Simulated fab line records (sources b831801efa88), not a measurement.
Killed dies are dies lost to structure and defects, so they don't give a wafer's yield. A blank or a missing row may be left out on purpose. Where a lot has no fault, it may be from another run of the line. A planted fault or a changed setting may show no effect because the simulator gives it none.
fab line records | flow sky130
record: lots: 11 wafers: 33 last-day: 51
route steps=708 shown FIELD_ISO@16 VT_ADJUST_LVTN@99 VT_ADJUST_NCORE@127 PAD_OPEN@708
lots untouched by any fault: they come from a run of this same line in which no faults occurred
start-h: start of the lot's first displayed wafer, in hours after the record's first day | wait-h: time in hours since the lot's previous step | " unchanged from the row above | L1.1+2: one row covering several wafers at once | - either no value or no given start | * or withheld: withheld | < > ~ a bound
route shown NAME@n: a module of which the file shows steps, and the number in the route of the first | usual: mean/standard deviation taken from wafers without a fault | same: alike in all rows | chamber/n: place in a boat | sites: readings site by site | _std_site: standard deviation across them | _edge_site: inner sites' mean taken away from outer sites' mean | radius-mm: how far each site lies from the wafer's centre | mask NAME#n: copy n | behind: the most recent tool/chamber to have shaped the wafer | hold: why the lot was held/for how many hours/how that ended | device: transistor that didn't switch, given as n, p or np | end of line: at the end of the route, the tests of the same wafers | a step given without rows: its recipe and nothing more | killed: dies that structure and defects cost at the first sort, which is not the same as the wafer's yield | map: shows each die of a wafer: x if killed, . if not, _ if none is there
set.NAME: the setting as run; set.NAME@STEP: as run at that earlier step | model.NAME: the simulator's own value behind a step, which no gauge read
route steps across a sampled set of lots; one table per step, one row per wafer
services: a tool's chamber out of use, with start hour (start-h, from the record's first day; less than 0 if before it), hours out, and reason
== steps ==
step: SKY_FIELD_ISO_ETCH_15
recipe: chemistry: CHF3/O2 target-depth-nm: 180 stop-on: Si source-w: 600 bias-w: 200 pressure-mtorr: 40 chf3-flow-sccm: 50 O2_flow_sccm: 5 time-s: 72
usual: bias-w: 199.9/0.64 drypump-motor-current-A: 6.0/0.56 oes-product-au: 0.946/0.0065 throttle-valve-pct: 8.845/0.0086
same: time-s: 72
columns lot.wafer tool chamber start-h wait-h bias-w drypump-motor-current-A oes-product-au rf-hours-counter-h throttle-valve-pct
L397.1 rie-diel-03 1 34.51 0.0 199.9 5.5 0.937 151 8.851
L397.4 " 0 " " 200.1 6.0 0.953 1 8.855
L397.5 " 2 " " 200.0 5.6 0.951 - 8.855
L398.3 rie-diel-04 3 38.94 0.0 199.6 5.0 0.956 18 8.844
L398.4 " 2 " " 199.2 6.5 0.957 126 8.846
L398.5 " 0 " " 199.3 6.7 0.955 - 8.850
L399.1 rie-diel-04 2 45.16 0.0 199.9 6.5 0.961 126 8.857
L399.4 " 3 " " 200.2 4.9 0.955 18 8.848
L399.6 " 2 " " 199.3 6.5 0.951 - 8.855
L403.1 rie-diel-01 2 66.88 0.0 199.6 6.2 0.936 55 8.856
L403.2 " 0 " " 199.4 5.9 0.946 83 8.849
L403.5 " 2 " " 199.9 6.2 0.943 - 8.853
L407.3 rie-diel-03 1 85.83 0.0 200.1 5.5 0.949 152 8.852
L407.4 " 3 " " 199.7 5.1 0.943 0 8.844
L407.6 " 3 " " 199.6 5.1 0.940 - 8.849
L412.2 rie-diel-04 2 114.03 0.0 200.5 6.5 0.942 128 8.847
L412.5 " 2 " " 200.1 6.5 0.947 - 8.826
L412.6 " 1 " " 200.8 6.5 0.956 - 8.825
L413.2 rie-diel-03 3 119.34 0.0 200.5 5.2 0.947 1 8.840
L413.3 " 0 " " 200.1 6.0 0.951 3 8.836
L413.4 " 2 " " 200.6 5.6 0.941 5 8.834
L415.1 rie-diel-04 0 129.75 0.0 200.2 6.7 0.948 160 8.846
L415.2 " 2 " " 200.2 6.5 0.957 128 8.848
L415.6 " 2 " " 199.4 6.5 0.951 - 8.843
L417.4 rie-diel-04 0 139.19 0.0 200.3 6.7 0.951 - 8.847
L417.5 " 2 " " 199.8 6.5 0.948 - 8.843
L417.6 " 1 " " 201.1 6.5 0.943 - 8.847
L418.1 rie-diel-01 1 143.49 0.0 200.4 5.7 0.940 8 8.852
L418.2 " 2 " " 199.9 6.2 0.937 57 8.842
L418.5 " 3 " " 201.0 6.3 0.937 - 8.844
L419.2 rie-diel-03 0 148.19 0.0 197.9 6.0 0.953 3 8.861
L419.3 " 1 " " 199.7 5.5 0.948 152 8.842
L419.5 " 0 " " 198.4 6.1 0.946 - 8.837
step: SKY_FIELD_ISO_CMP_27
recipe: stop-on: Si3N4 t-overpolish-s: 16 down-force-psi: 4 platen-rpm: 60 target-thk-nm: 457.8 pad-velocity-m-s: 0.94248
usual: head-pressure-psi: 4.000/0.0088 motor-current-A: 12.4/1.3 overpolish-run-s: 16.001/0.0096 time-to-endpoint-s: 109/4.5
columns lot.wafer tool chamber start-h wait-h head-pressure-psi motor-current-A overpolish-run-s time-to-endpoint-s
L397.1 cmp-02 0 41.65 0.1 4.005 11.7 16.002 105
L397.4 " 1 " " 4.008 13.7 16.004 114
L397.5 " 3 " " 3.995 13.6 15.993 113
L398.4 cmp-02 0 45.50 0.0 4.003 12.3 15.996 110
L398.3 " 1 " " 4.005 14.1 15.995 115
L398.5 " 1 " " 3.999 14.0 16.003 117
L399.1 cmp-01 2 48.57 0.1 4.012 12.1 16.000 112
L399.4 " 3 " " 4.009 10.7 16.006 112
L399.6 " 1 " " 3.999 12.7 15.996 112
L403.2 cmp-02 2 71.96 0.1 4.005 11.6 16.006 112
L403.1 " 3 " " 4.017 14.1 15.996 119
L403.5 " 0 " " 4.000 11.5 16.016 111
L407.4 cmp-02 3 94.53 0.0 4.010 13.9 16.012 110
L407.3 " 2 " " 3.982 11.4 16.006 104
L407.6 " 0 " " 3.990 11.3 15.997 104
L412.2 cmp-02 2 120.09 0.1 4.017 11.5 15.988 105
L412.6 " 1 " " 4.006 14.3 16.012 111
L412.5 " 2 " " 4.007 12.6 16.009 102
L413.2 cmp-02 3 124.50 0.0 3.993 14.3 16.004 112
L413.4 " 0 " " 3.994 11.6 15.994 107
L413.3 " 1 " " 3.987 14.7 15.993 115
L415.1 cmp-01 0 133.58 0.1 4.003 11.1 16.004 104
L415.2 " 1 " " 4.001 11.6 15.990 109
L415.6 " 3 " " 3.989 11.0 16.014 111
L417.4 cmp-02 2 143.15 0.1 4.007 12.3 15.980 103
L417.6 " 3 " " 3.995 14.7 15.990 112
L417.5 " 0 " " 3.997 11.4 16.006 106
L418.1 cmp-01 1 148.15 0.1 3.998 12.0 16.005 108
L418.2 " 3 " " 4.003 10.6 16.014 114
L418.5 " 0 " " 3.972 11.8 15.997 106
L419.3 cmp-01 0 151.64 0.1 3.986 11.7 15.994 106
L419.2 " 1 " " 4.008 12.3 15.990 114
L419.5 " 3 " " 4.004 10.9 16.015 118
step: SKY_VT_ADJUST_LVTN_COAT_02
recipe: spin-rpm: 2000 resist-thk-nm: 3000
usual: spin-speed-rpm: 1999.7/1.4
columns lot.wafer tool chamber start-h wait-h spin-speed-rpm
L397.1 litho-track-03 0 143.71 0.1 1999.2
L397.4 " 0 " " 1999.4
L397.5 " 0 " " 2000.7
L398.3 litho-track-01 0 147.35 0.1 1999.7
L398.4 " 0 " " 1998.6
L398.5 " 0 " " 1999.3
L399.1 litho-track-03 0 154.81 0.1 1998.6
L399.4 " 0 " " 1998.9
L399.6 " 0 " " 1999.8
L403.1 litho-track-03 0 178.21 0.1 2002.2
L403.2 " 0 " " 2003.1
L403.5 " 0 " " 1997.5
L407.3 litho-track-03 0 211.11 0.1 2001.9
L407.4 " 0 " " 2001.2
L407.6 " 0 " " 1995.9
L412.2 litho-track-01 0 243.32 0.1 1999.3
L412.5 " 0 " " 1999.2
L412.6 " 0 " " 1999.2
L413.2 litho-track-02 0 248.88 0.1 2002.1
L413.3 " 0 " " 1999.5
L413.4 " 0 " " 1999.7
L415.1 litho-track-01 0 257.95 0.1 2000.4
L415.2 " 0 " " 2002.6
L415.6 " 0 " " 2000.6
L417.4 litho-track-02 0 270.48 0.1 1999.5
L417.5 " 0 " " 2001.0
L417.6 " 0 " " 1998.0
L418.1 litho-track-02 0 277.30 0.1 2001.5
L418.2 " 0 " " 2000.8
L418.5 " 0 " " 1999.6
L419.2 litho-track-03 0 280.89 0.1 2000.3
L419.3 " 0 " " 1999.2
L419.5 " 0 " " 2000.8
step: SKY_VT_ADJUST_LVTN_STRIP_09
recipe: chemistry: O2/N2 power-w: 1400 pressure-mtorr: 1500 platen-temp-c: withheld o2-flow-sccm: 3000 n2-flow-sccm: 300 overash-fraction: 0.5
usual: drypump-motor-current-A: 5.8/0.63 oes-product-au: 0.723/0.0053 strip-time-to-endpoint-s: 36.97/0.12
columns lot.wafer tool chamber start-h wait-h drypump-motor-current-A oes-product-au rf-hours-counter-h strip-time-to-endpoint-s
L397.1 plasma-asher-02 1 154.40 0.1 4.7 0.728 47 36.71
L397.4 " 1 " " 4.7 0.730 - 36.82
L397.5 " 1 " " 4.7 0.717 - 36.87
L398.3 plasma-asher-02 1 157.91 0.1 4.7 0.718 - 37.09
L398.4 " 0 " " 6.2 0.727 - 37.20
L398.5 " 0 " " 6.2 0.716 - 37.13
L399.1 plasma-asher-02 0 165.14 0.1 6.2 0.732 49 36.97
L399.4 " 0 " " 6.2 0.716 - 37.15
L399.6 " 0 " " 6.2 0.724 - 37.10
L403.1 plasma-asher-04 0 190.14 0.1 5.9 0.729 31 38.05
L403.2 " 1 " " 6.5 0.721 31 38.02
L403.5 " 0 " " 5.9 0.724 - 37.98
L407.3 plasma-asher-03 1 223.13 0.1 6.2 0.718 - 38.10
L407.4 " 0 " " 5.6 0.719 - 38.09
L407.6 " 0 " " 5.6 0.707 - 38.15
L412.2 plasma-asher-04 1 255.60 0.1 6.5 0.709 38 36.75
L412.5 " 1 " " 6.5 0.724 - 36.82
L412.6 " 0 " " 5.9 0.724 - 36.94
L413.2 plasma-asher-03 1 261.60 0.1 6.2 0.731 12 36.79
L413.3 " 1 " " 6.2 0.727 - 36.91
L413.4 " 0 " " 5.6 0.725 - 36.96
L415.1 plasma-asher-04 0 271.15 0.1 5.9 0.722 40 36.93
L415.2 " 1 " " 6.5 0.726 40 36.99
L415.6 " 1 " " 6.5 0.723 - 36.87
L417.4 plasma-asher-02 1 283.36 0.1 4.7 0.720 - 36.83
L417.5 " 1 " " 4.8 0.723 - 36.88
L417.6 " 0 " " 6.2 0.723 - 36.80
L418.1 plasma-asher-02 1 289.88 0.1 4.7 0.717 62 37.03
L418.2 " 0 " " 6.2 0.717 62 37.01
L418.5 " 0 " " 6.2 0.721 - 37.09
L419.2 plasma-asher-04 1 295.03 0.1 6.5 0.722 42 36.84
L419.3 " 0 " " 5.9 0.725 - 36.74
L419.5 " 1 " " 6.5 0.720 - 36.94
step: SKY_VT_ADJUST_NCORE_OVL_MEAS_08
usual: VT_ADJUST_NCORE_OVL: 0.7/1.5
columns lot.wafer tool chamber start-h wait-h VT_ADJUST_NCORE_OVL[nm]
L397.1 overlay-02 - 196.37 0.1 0.6
L397.4 " - " " 1.3
L397.5 " - " " -0.6
L398.3 overlay-02 - 201.63 0.1 0.5
L398.4 " - " " 0.8
L398.5 " - " " 1.3
L399.1 overlay-01 - 208.32 0.1 -0.9
L399.4 " - " " -0.1
L399.6 " - " " -1.7
L403.1 overlay-02 - 236.95 0.1 1.2
L403.2 " - " " 2.3
L403.5 " - " " 2.6
L407.3 overlay-02 - 271.18 0.1 1.3
L407.4 " - " " 1.3
L407.6 " - " " 1.0
L412.2 overlay-01 - 308.46 0.1 1.5
L412.5 " - " " 0.9
L412.6 " - " " -0.4
L413.2 overlay-02 - 314.56 0.1 -0.9
L413.3 " - " " -0.8
L413.4 " - " " 2.4
L415.1 overlay-02 - 325.40 0.1 2.6
L415.2 " - " " 2.6
L415.6 " - " " 1.6
L417.4 overlay-01 - 339.72 0.1 0.1
L417.5 " - " " -0.9
L417.6 " - " " -3.4
L418.1 overlay-01 - 345.87 0.1 -1.1
L418.2 " - " " 0.4
L418.5 " - " " -2.5
L419.2 overlay-02 - 352.22 0.1 3.0
L419.3 " - " " 2.3
L419.5 " - " " 2.8
step: SKY_PAD_OPEN_PROBE_99
usual: killed_at_M0_to_M3: 43/7 killed_at_M4_up: 3.1/1.5 killed-at-contacts: 23/4.9 killed-at-front-end: 16/3.9 killed-at-other: 0.3/0.52 killed-dies: 86/8.2 killed-open: 47/6.1 killed-short: 38/5.8
same: gross-dies: 492 killed-at-back-side: 0
columns lot.wafer tool chamber start-h wait-h killed_at_M0_to_M3 killed_at_M4_up killed-at-contacts killed-at-front-end killed-at-other killed-dies killed-open killed-short
L413.2 prober-01 - 1213.51 0.1 47 3 28 11 0 89 52 37
L413.3 prober-01 - 1213.56 0.2 43 2 25 19 0 89 52 37
L413.4 prober-01 - 1213.61 0.2 43 6 25 17 0 91 49 39
killed by level:class
L413.2 LI_CONTACT:geometric-particle:open=11 CONTACT:geometric-particle:open=9 VIA1:geometric-particle:open=8 METAL2:geometric-particle:short=7 VIA3:geometric-particle:open=7 VIA3:geometric-particle:short=6 VIA2:geometric-particle:open=5 FIELD_ISO:geometric-particle:open=4
L413.3 VIA3:geometric-particle:open=11 VIA1:geometric-particle:open=10 VIA2:geometric-particle:open=7 CONTACT:geometric-particle:open=7 POLY_GATE:geometric-particle:open=6 POLY_GATE:geometric-particle:short=5 LI_CONTACT:geometric-particle:open=5 LOCAL_INTERCONNECT:geometric-particle:short=5
L413.4 VIA1:geometric-particle:open=17 CONTACT:geometric-particle:open=9 LI_CONTACT:geometric-particle:open=6 VIA3:geometric-particle:open=6 METAL4:geometric-particle:short=6 FIELD_ISO:geometric-particle:short=5 CONTACT:geometric-particle:short=5 METAL1:geometric-particle:short=5
== services ==
columns tool chamber start-h hours kind
rie-diel-04 1 13.22 4.5 repair
plasma-asher-04 - 17.80 1.2 repair
cmp-01 - 41.75 1.4 repair
cmp-02 - 56.27 6.5 repair
rie-diel-04 - 56.61 1.2 repair
cmp-02 - 63.54 3.1 repair
cmp-02 - 66.64 4.0 pm
cmp-02 - 112.50 5.2 pm
rie-diel-04 - 118.27 1.5 repair
rie-diel-04 3 124.31 23.5 repair
rie-diel-04 1 125.67 4.7 repair
rie-diel-03 2 131.85 2.8 repair
rie-diel-03 1 134.90 3.1 repair
rie-diel-04 2 156.70 19.5 repair
plasma-asher-04 - 157.23 10.0 pm
cmp-01 - 161.79 2.7 repair
cmp-02 - 173.02 0.5 repair
rie-diel-04 3 178.98 4.5 repair
plasma-asher-02 - 187.87 1.0 repair
rie-diel-04 1 201.68 3.9 repair
cmp-02 - 212.50 2.2 pm
cmp-02 - 215.58 23.4 repair
cmp-02 - 238.82 1.0 repair
rie-diel-04 2 264.18 6.1 repair
== key ==
first-sign: step: SKY_VT_ADJUST_LVTN_STRIP_09 reading: strip-time-to-endpoint-s direction: up sigmas: 9 usual: * struck: *
effect none on later readings
met-at SKY_VT_ADJUST_LVTN_COAT_02
struck-lots L403,L407
tester-left-out L403,L407
not-acting-at SKY_FIELD_ISO_ETCH_15,SKY_FIELD_ISO_CMP_27,SKY_VT_ADJUST_NCORE_OVL_MEAS_08
onset-between 154.81 178.21
fault: kind: process-parameter-drift tool: litho-track-03 chamber: - onset-h: 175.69 steps: SKY_VT_ADJUST_LVTN_COAT_02 channel: resist-thk-nm offset: 102.05 shape: step end-h: 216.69 acts-in: these-recipes-only stated: 3000
tester-left-out: of these lots the tester's yield and bins aren't shown, on N5 and GAA mostly nor the transistor test; their killed dies are dies lost to structure and defects alone, not to doping, threshold or leakage, so they don't give the yield
